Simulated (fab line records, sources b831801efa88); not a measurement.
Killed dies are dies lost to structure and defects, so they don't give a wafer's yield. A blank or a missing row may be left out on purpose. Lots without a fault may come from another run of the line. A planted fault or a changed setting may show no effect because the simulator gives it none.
Which tool did it? | flow sky130 | 11 lots, 33 wafers sampled, at 4 steps of a route of 708

WHAT THE GAUGES READ, wafer by wafer
SKY_VIA1_THK_MEAS_01.
lot  | measured     | on            | VIA1_HDPCVD_THK (nm)
L366 | day 32 20:28 | film_metro-02 | 1033 1020 1006
L368 | day 33 09:16 | film_metro-04 | 1021 1016 1021
L372 | day 35 04:47 | film_metro-02 | 1029 1010 1029
L373 | day 35 15:28 | film_metro-02 | 1021 1032 1028
L375 | day 36 08:42 | film_metro-04 | 1052 1033 1039
L376 | day 36 10:17 | film_metro-02 | 1017 1027 1013
L380 | day 37 15:30 | film_metro-03 | 1152 1171 1154
L381 | day 37 17:19 | film_metro-02 | 1158 1174 1169
L384 | day 38 13:51 | film_metro-02 | 1020 1016 1022
L385 | day 38 18:02 | film_metro-03 | 1020 1015 1025
L389 | day 40 08:22 | film_metro-02 | 1044 1034 1046

WHICH TOOL RAN EACH LOT (tool, then ch and the chambers of the sampled wafers, then the start)
lot  | SKY_CONTACT_SPUTTER_23       | SKY_METAL1_STRIP_20                  | SKY_VIA1_HDPCVD_00
L366 | pvd_sputter-03, day 31 15:31 | plasma_asher-04 ch 0,1, day 32 19:47 | hdpcvd-01 ch 1,2, day 32 20:20
L368 | pvd_sputter-01, day 32 04:29 | plasma_asher-01 ch 0,1, day 33 08:33 | hdpcvd-02 ch 1,2, day 33 09:08
L372 | pvd_sputter-02, day 34 00:28 | plasma_asher-02 ch 0,1, day 35 03:23 | hdpcvd-02 ch 0,1,2, day 35 04:40
L373 | pvd_sputter-02, day 34 10:48 | plasma_asher-04 ch 1, day 35 14:23   | hdpcvd-01 ch 0,1,2, day 35 15:20
L375 | pvd_sputter-02, day 35 04:05 | plasma_asher-02 ch 0,1, day 36 08:00 | hdpcvd-02 ch 0,2, day 36 08:35
L376 | pvd_sputter-03, day 35 06:39 | plasma_asher-04 ch 0,1, day 36 09:35 | hdpcvd-01 ch 0,1, day 36 10:10
L380 | pvd_sputter-02, day 36 11:34 | plasma_asher-04 ch 0,1, day 37 14:48 | hdpcvd-02 ch 0,1,2, day 37 15:23
L381 | pvd_sputter-02, day 36 13:44 | plasma_asher-04 ch 1, day 37 16:36   | hdpcvd-02 ch 0,1, day 37 17:11
L384 | pvd_sputter-03, day 37 09:55 | plasma_asher-02 ch 0,1, day 38 13:08 | hdpcvd-01 ch 0,2, day 38 13:44
L385 | pvd_sputter-01, day 37 14:28 | plasma_asher-04 ch 0,1, day 38 17:20 | hdpcvd-01 ch 0,1,2, day 38 17:56
L389 | pvd_sputter-01, day 39 06:25 | plasma_asher-01 ch 0,1, day 40 07:37 | hdpcvd-01 ch 0,2, day 40 08:14
- SKY_CONTACT_SPUTTER_23: material TiN, target thk 20 nm, time 80 s.
- SKY_METAL1_STRIP_20: strips in O2/N2.
- SKY_VIA1_HDPCVD_00: deposits SiO2, target thk 1030 nm, time 171.7 s.

THE ANSWER, worked out from the rows above alone
Rule: what is usual is taken from the lots themselves. Put in order of their means at a reading, lots are off if they are a third of the lots or fewer, leave a main group of 4 or more, and stand apart from it by a gap of 3 or more times the standard deviation of the main group's means; of several such gaps the widest counts. A main group whose means are all the same, to the digits that the tables above print for the reading, isn't used. A lot without any number at a reading at which 4 lots or more have one is off too. The other lots that the step has rows for count as sound.
Off: L380, L381, at SKY_VIA1_THK_MEAS_01 (VIA1_HDPCVD_THK). The main group: mean 1026 nm, standard deviation 8.8.
A tool fits if, at a process step before that reading, it ran every lot that is off, and no sound lot after the first of them. The gauges at SKY_VIA1_THK_MEAS_01 are tried like those tools. Can't be told from this: 2 tools fit, pvd_sputter-02 at SKY_CONTACT_SPUTTER_23, hdpcvd-02 at SKY_VIA1_HDPCVD_00.

WHAT THE SIMULATOR HAD PUT IN
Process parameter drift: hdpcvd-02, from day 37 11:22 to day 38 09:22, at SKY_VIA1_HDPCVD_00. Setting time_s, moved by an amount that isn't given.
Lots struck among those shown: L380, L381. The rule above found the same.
